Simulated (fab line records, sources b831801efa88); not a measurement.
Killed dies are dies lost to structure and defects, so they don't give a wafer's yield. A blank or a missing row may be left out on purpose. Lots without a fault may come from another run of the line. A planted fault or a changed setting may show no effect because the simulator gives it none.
fab line records | flow sky130
record lots=6 wafers=18 last_day=50
route steps=708 shown VIA3@577
lots that met no fault: from a run of the same line without faults
start_h: hours from the record's first day to the start of the lot's first wafer shown | wait_h: hours since the lot's step before | " the same as in the row above | L1.1+2: a row that stands for several wafers | - no value, or no start given | * or withheld: withheld | < > ~ a bound
route shown NAME@n: a module of which the file shows steps, and the number in the route of the first | usual: mean/standard deviation of fault-free wafers | same: alike in all rows | chamber/n: place in a boat | sites: the reading at each site | _std_site: their standard deviation | _edge_site: outer sites' mean less inner sites' | radius_mm: how far each site lies from the wafer's centre | mask NAME#n: copy n | behind: the tool/chamber that last shaped the wafer | hold: why the lot was held/for how many hours/how that ended | device: the transistor (n, p or np) that didn't switch | end of line: the same wafers' tests at the end of the route | a step without rows: its recipe alone | killed: dies lost to structure and defects at the first sort, not the wafer's yield | map: a wafer's dies, x killed, . not, _ none there
set.NAME: the setting as run; set.NAME@STEP: as run at that earlier step | model.NAME: the simulator's own value behind a step, which no gauge read
lots at some steps of the route; a table a step, a row a wafer
services: from which hour (start_h, from the record's first day; less than 0 if before it) a tool's chamber was out of use, for how many hours, and why
## steps
# step SKY_VIA3_DEHYDRATE_04
# recipe temp_c=200 time_s=60
# step SKY_VIA3_HMDS_05
# recipe prime_time_s=60 prime_temp_c=120
# step SKY_VIA3_COAT_06
# recipe resist=BARC temp_c=withheld time_s=withheld spin_rpm=3000 resist_thk_nm=60
# step SKY_VIA3_COAT_07
# recipe resist=KrF-thick spin_rpm=3000 resist_thk_nm=450
# step SKY_VIA3_SOFTBAKE_08
# recipe temp_c=100 time_s=90 resist=KrF-thick
# step SKY_VIA3_EXPOSE_09
# recipe mask_id=VIM3 na=0.8 source_shape=annular sigma_inner=0.55 sigma_outer=0.85 target_cd_nm=200 dose_mj=38
# step SKY_VIA3_PEB_10
# recipe peb_temp_c=withheld peb_time_s=withheld resist=KrF-thick
# step SKY_VIA3_DEVELOP_11
# recipe develop_time_s=60 resist=KrF-thick dev_temp_c=21
# step SKY_VIA3_CD_MEAS_12
# recipe target_cd_nm=200
# usual cd_nm=199.8/1.3
# columns lot.wafer tool chamber start_h wait_h cd_nm
L989.4 cd_sem-02 - 958.16 - 198.8
L989.5 " - " " 200.5
L989.6 " - " " 199.9
L996.1 cd_sem-02 - 1006.04 - 199.6
L996.2 " - " " 199.0
L996.5 " - " " 199.6
L997.1 cd_sem-01 - 1013.94 - 200.2
L997.2 " - " " 199.6
L997.4 " - " " 198.3
L104.4 cd_sem-02 - 1053.81 - 198.8
L104.5 " - " " 199.3
L104.6 " - " " 199.8
L106.1 cd_sem-01 - 1066.59 - 199.3
L106.2 " - " " 199.5
L106.4 " - " " 199.3
L107.1 cd_sem-01 - 1080.81 - 200.3
L107.3 " - " " 199.8
L107.6 " - " " 200.9
# step SKY_VIA3_OVL_MEAS_13
# usual VIA3_OVL=-1/5.9
# columns lot.wafer tool chamber start_h wait_h VIA3_OVL[nm]
L989.4 overlay-01 - 958.23 0.1 1
L989.5 " - " " 4
L989.6 " - " " 2
L996.1 overlay-01 - 1006.16 0.1 13
L996.2 " - " " 12
L996.5 " - " " 9
L997.1 overlay-01 - 1014.06 0.1 1
L997.2 " - " " -4
L997.4 " - " " 3
L104.4 overlay-01 - 1053.88 0.1 -5
L104.5 " - " " -2
L104.6 " - " " -3
L106.1 overlay-01 - 1066.71 0.1 -1
L106.2 " - " " 4
L106.4 " - " " 2
L107.1 overlay-02 - 1080.93 0.1 -1
L107.3 " - " " -3
L107.6 " - " " 2
# step SKY_VIA3_ETCH_14
# recipe chemistry=N2/H2 target=BARC ion_energy_ev=200 source_w=500 bias_w=100 pressure_mtorr=30 n2_flow_sccm=100 h2_flow_sccm=200 stop_on=SiO2 time_s=45.9 target_depth_a=600
# usual bias_w=99.98/0.28 drypump_motor_current_A=5.8/0.42 oes_product_au=0.854/0.0044 throttle_valve_pct=13.224/0.011
# columns lot.wafer tool chamber start_h wait_h bias_w drypump_motor_current_A oes_product_au rf_hours_counter_h throttle_valve_pct
L989.4 rie_diel-02 1 958.25 0.0 100.00 5.2 0.860 19 13.233
L989.5 " 0 " " 100.10 5.2 0.855 - 13.207
L989.6 " 3 " " 99.76 5.5 0.849 - 13.221
L996.1 rie_diel-03 0 1006.20 0.0 99.91 6.3 0.848 7 13.229
L996.2 " 3 " " 99.89 6.0 0.863 2 13.221
L996.5 " 3 " " 100.02 6.0 0.857 - 13.236
L997.1 rie_diel-02 0 1014.10 0.0 100.40 5.1 0.850 7 13.240
L997.2 " 3 " " 99.66 5.5 0.856 4 13.236
L997.4 " 1 " " 100.17 5.2 0.852 21 13.218
L104.4 rie_diel-02 2 1053.90 0.0 100.35 6.1 0.860 26 13.224
L104.5 " 1 " " 100.42 5.2 0.857 - 13.209
L104.6 " 0 " " 100.12 5.2 0.859 - 13.215
L106.1 rie_diel-02 0 1066.75 0.0 99.96 5.2 0.857 9 13.233
L106.2 " 2 " " 99.85 6.1 0.852 26 13.246
L106.4 " 1 " " 99.72 5.2 0.861 23 13.226
L107.1 rie_diel-02 3 1080.97 0.0 100.30 5.5 0.852 6 13.215
L107.3 " 1 " " 99.47 5.2 0.858 23 13.233
L107.6 " 1 " " 99.58 5.2 0.854 - 13.223
# step SKY_VIA3_ETCH_15
# recipe target=SiO2 chemistry=C4F8/O2/Ar target_depth_nm=507 stop_on=TiN mask_material=KrF-thick source_w=1500 bias_w=1200 pressure_mtorr=40 c4f8_flow_sccm=withheld O2_flow_sccm=6 Ar_flow_sccm=300 time_s=78
# usual bias_w=1200/4.1 oes_product_au=0.946/0.0043
# columns lot.wafer tool chamber start_h wait_h bias_w oes_product_au rf_hours_counter_h
L989.4 rie_diel-02 1 958.29 0.0 1197 0.952 19
L989.5 " 0 " " 1196 0.945 -
L989.6 " 3 " " 1200 0.946 -
L996.1 rie_diel-03 0 1006.24 0.0 1200 0.950 7
L996.2 " 3 " " 1205 0.940 2
L996.5 " 3 " " 1199 0.943 -
L997.1 rie_diel-02 0 1014.14 0.0 1204 0.945 7
L997.2 " 3 " " 1202 0.947 4
L997.4 " 1 " " 1204 0.944 21
L104.4 rie_diel-02 2 1053.95 0.0 1194 0.945 26
L104.5 " 1 " " 1209 0.951 -
L104.6 " 0 " " 1201 0.938 -
L106.1 rie_diel-02 0 1066.79 0.0 1203 0.948 9
L106.2 " 2 " " 1198 0.945 26
L106.4 " 1 " " 1203 0.941 23
L107.1 rie_diel-02 3 1081.01 0.0 1202 0.942 6
L107.3 " 1 " " 1196 0.952 23
L107.6 " 1 " " 1198 0.940 -
# step SKY_VIA3_STRIP_16
# recipe chemistry=O2/N2 power_w=1400 pressure_mtorr=1500 platen_temp_c=withheld o2_flow_sccm=3000 n2_flow_sccm=300 overash_fraction=0.5
# usual chamber_pressure_mTorr=1500.1/1.4 drypump_motor_current_A=5.6/0.3 o2_flow_sccm=3000/8.8 oes_product_au=0.402/0.0047 strip_time_to_endpoint_s=4.126/0.019
# columns lot.wafer tool chamber start_h wait_h chamber_pressure_mTorr drypump_motor_current_A o2_flow_sccm oes_product_au rf_hours_counter_h strip_time_to_endpoint_s model.KrF-thick_of_VIA3_COAT_07.thk_nm
L989.4 plasma_asher-04 1 958.39 0.1 1501.0 6.3 2980 0.400 - 4.143 0
L989.5 " 0 " " 1500.9 5.6 3011 0.398 - 4.088 0
L989.6 " 1 " " 1498.4 6.4 2992 0.410 - 4.114 0
L996.1 plasma_asher-01 1 1006.30 0.0 - - - - - - 293.2
L996.2 " 0 " " - - - - - - 293.6
L996.5 " 1 " " - - - - - - 293.2
L997.1 plasma_asher-03 1 1014.20 0.0 - - - - - - 290.4
L997.2 " 0 " " - - - - - - 291.7
L997.4 " 0 " " - - - - - - 292.7
L104.4 plasma_asher-01 1 1054.04 0.1 1500.1 5.5 3018 0.400 - 4.169 0
L104.5 " 0 " " 1500.2 5.4 3013 0.399 - 4.155 0
L104.6 " 1 " " 1496.2 5.5 3018 0.397 - 4.148 0
L106.1 plasma_asher-01 1 1066.85 0.0 1502.8 5.5 3013 0.394 62 4.126 0
L106.2 " 0 " " 1503.5 5.4 3005 0.406 62 4.118 0
L106.4 " 1 " " 1500.0 5.5 3027 0.406 - 4.131 0
L107.1 plasma_asher-01 0 1081.07 0.0 1503.5 5.4 3013 0.402 63 4.114 0
L107.3 " 1 " " 1499.3 5.5 2996 0.397 - 4.152 0
L107.6 " 0 " " 1500.3 5.3 3004 0.401 - 4.151 0
# step SKY_VIA3_STRIP_17
# recipe chemistry=post_etch_residue_remover time_s=1200 temp_c=72.5
## services
# columns tool chamber start_h hours kind
plasma_asher-03 - 949.34 4.0 pm
plasma_asher-04 - 1018.18 0.6 repair
rie_diel-02 1 1025.53 4.1 repair
rie_diel-02 3 1030.77 10.8 repair
rie_diel-03 1 1031.41 4.1 repair
plasma_asher-01 - 1044.02 2.3 repair
plasma_asher-04 - 1055.25 9.0 pm
plasma_asher-04 0 1055.25 9.0 vent_cycle
plasma_asher-04 1 1055.25 9.0 vent_cycle
rie_diel-03 - 1057.45 0.3 repair
plasma_asher-04 0 1064.25 - clean
plasma_asher-04 1 1064.25 - clean
rie_diel-02 2 1067.50 15.1 repair
plasma_asher-01 - 1070.74 0.4 repair
## key
first_sign step=SKY_VIA3_STRIP_16 reading=tool_record direction=missing
effect none on later readings
model_effect step=SKY_VIA3_STRIP_16 value=KrF-thick_of_VIA3_COAT_07.thk_nm without=0 struck=292.5
met_at SKY_VIA3_STRIP_16
struck_wafers L996.1,L996.2,L996.5,L997.1,L997.2,L997.4
later_rows_left_out L996.1,L996.2,L996.5,L997.1,L997.2,L997.4
sort_left_out L996.1,L996.2,L996.5,L997.1,L997.2,L997.4
fault kind=skipped_step_whole tool=plasma_asher-01,plasma_asher-03 chamber=- onset_h=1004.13 steps=SKY_VIA3_STRIP_16 scope=struck_lots_only
# sort_left_out: the simulated sort isn't trusted on such a fault, so these wafers' sort isn't shown, and their yield isn't known
# later_rows_left_out: the simulator's readings of these wafers behind a module that went badly wrong aren't trusted and aren't shown, but for the sort
